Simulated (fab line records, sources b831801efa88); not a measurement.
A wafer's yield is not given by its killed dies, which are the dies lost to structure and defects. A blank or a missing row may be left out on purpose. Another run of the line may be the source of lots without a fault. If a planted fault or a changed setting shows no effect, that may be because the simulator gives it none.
Which tool was responsible? :: flow sky130 :: Sampling: 12 lots, 36 wafers, 2 of 708 route steps

== WHAT EACH GAUGE READ, for each wafer ==
SKY_METAL5_RS_MEAS_05: measures by four-point-probe. Usual: METAL5_ALCU_RS typically reads 0.0269 ohm/sq, with standard deviation 0.00032.
lot: L475
measured: day 42 11:08
on: film metro-04
METAL5_ALCU_RS (ohm/sq): 0.0273 0.0270 0.0272
flag: 

lot: L478
measured: day 43 19:19
on: film metro-03
METAL5_ALCU_RS (ohm/sq): 0.0275 0.0271 0.0274
flag: 

lot: L479
measured: day 44 00:52
on: film metro-04
METAL5_ALCU_RS (ohm/sq): 0.0268 0.0266 0.0265
flag: 

lot: L480
measured: day 44 03:35
on: film metro-01
METAL5_ALCU_RS (ohm/sq): 0.0275 0.0273 0.0272
flag: 

lot: L481
measured: day 44 11:02
on: film metro-04
METAL5_ALCU_RS (ohm/sq): 0.0263 0.0268 0.0265
flag: 

lot: L482
measured: day 44 18:58
on: film metro-03
METAL5_ALCU_RS (ohm/sq): 0.0276 0.0274 0.0274
flag: 

lot: L489
measured: day 46 17:14
on: film metro-04
METAL5_ALCU_RS (ohm/sq): 0.0270 0.0268 0.0267
flag: 

lot: L490
measured: day 47 01:59
on: film metro-03
METAL5_ALCU_RS (ohm/sq): 0.0268 0.0272 0.0273
flag: 

lot: L494
measured: day 47 18:17
on: film metro-01
METAL5_ALCU_RS (ohm/sq): 0.0267 0.0270 0.0269
flag: 

lot: L495
measured: day 48 03:20
on: film metro-01
METAL5_ALCU_RS (ohm/sq): 0.0271 0.0267 0.0268
flag: 

lot: L496
measured: day 48 06:34
on: film metro-03
METAL5_ALCU_RS (ohm/sq): 0.0272 0.0270 0.0271
flag: 

lot: L497
measured: day 48 13:10
on: film metro-01
METAL5_ALCU_RS (ohm/sq): 0.0267 0.0268 0.0269
flag: 

== WHICH TOOL RAN EACH LOT (tool, then ch and the chambers of the sampled wafers, then the start) ==
lot: L475
SKY_VIA4_SPUTTER_17: pvd sputter-04, day 42 10:16

lot: L478
SKY_VIA4_SPUTTER_17: pvd sputter-01, day 43 18:27

lot: L479
SKY_VIA4_SPUTTER_17: pvd sputter-04, day 43 23:55

lot: L480
SKY_VIA4_SPUTTER_17: pvd sputter-02, day 44 02:43

lot: L481
SKY_VIA4_SPUTTER_17: pvd sputter-02, day 44 10:10

lot: L482
SKY_VIA4_SPUTTER_17: pvd sputter-01, day 44 17:40

lot: L489
SKY_VIA4_SPUTTER_17: pvd sputter-01, day 46 15:19

lot: L490
SKY_VIA4_SPUTTER_17: pvd sputter-02, day 47 01:06

lot: L494
SKY_VIA4_SPUTTER_17: pvd sputter-01, day 47 17:25

lot: L495
SKY_VIA4_SPUTTER_17: pvd sputter-01, day 48 02:13

lot: L496
SKY_VIA4_SPUTTER_17: pvd sputter-01, day 48 05:22

lot: L497
SKY_VIA4_SPUTTER_17: pvd sputter-02, day 48 12:13
- SKY_VIA4_SPUTTER_17: material TiN, target thk 20 nm, time 80 s.

== WHAT THE TOOLS THEMSELVES READ (means of the sampled wafers that have a number; where no wafer has one, the mark that the record gives instead) ==
SKY_VIA4_SPUTTER_17. Usual: 29.7 % for throttle valve pct, sd 0.96.
lot: L475
tool: pvd sputter-04
throttle valve pct (%): 30.0
flag: 

lot: L478
tool: pvd sputter-01
throttle valve pct (%): 29.9
flag: 

lot: L479
tool: pvd sputter-04
throttle valve pct (%): 30.0
flag: 

lot: L480
tool: pvd sputter-02
throttle valve pct (%): 29.3
flag: 

lot: L481
tool: pvd sputter-02
throttle valve pct (%): 29.9
flag: 

lot: L482
tool: pvd sputter-01
throttle valve pct (%): 29.5
flag: 

lot: L489
tool: pvd sputter-01
throttle valve pct (%): 29.2
flag: 

lot: L490
tool: pvd sputter-02
throttle valve pct (%): 30.8
flag: 

lot: L494
tool: pvd sputter-01
throttle valve pct (%): 29.7
flag: 

lot: L495
tool: pvd sputter-01
throttle valve pct (%): 29.4
flag: 

lot: L496
tool: pvd sputter-01
throttle valve pct (%): 29.4
flag: 

lot: L497
tool: pvd sputter-02
throttle valve pct (%): 29.8
flag: 

== THE ANSWER, worked out from the rows above alone ==
Rule: a lot is off if the mean of its wafers that have a number lies more than 3 standard deviations from the usual mean. A lot without any number at a reading at which 4 lots or more have one is off too. Where the step has rows for the other lots, those lots are counted as sound. First the gauges in route order, then the tools' own readings, where a lot's mean is used as printed above. The first step at which some lot is off is used, and at that step the reading that is off furthest; a lot without a number counts as furthest.
Across all readings shown, no lot is off: no conclusion can be drawn from this.

== WHAT WAS PUT IN BY THE SIMULATOR ==
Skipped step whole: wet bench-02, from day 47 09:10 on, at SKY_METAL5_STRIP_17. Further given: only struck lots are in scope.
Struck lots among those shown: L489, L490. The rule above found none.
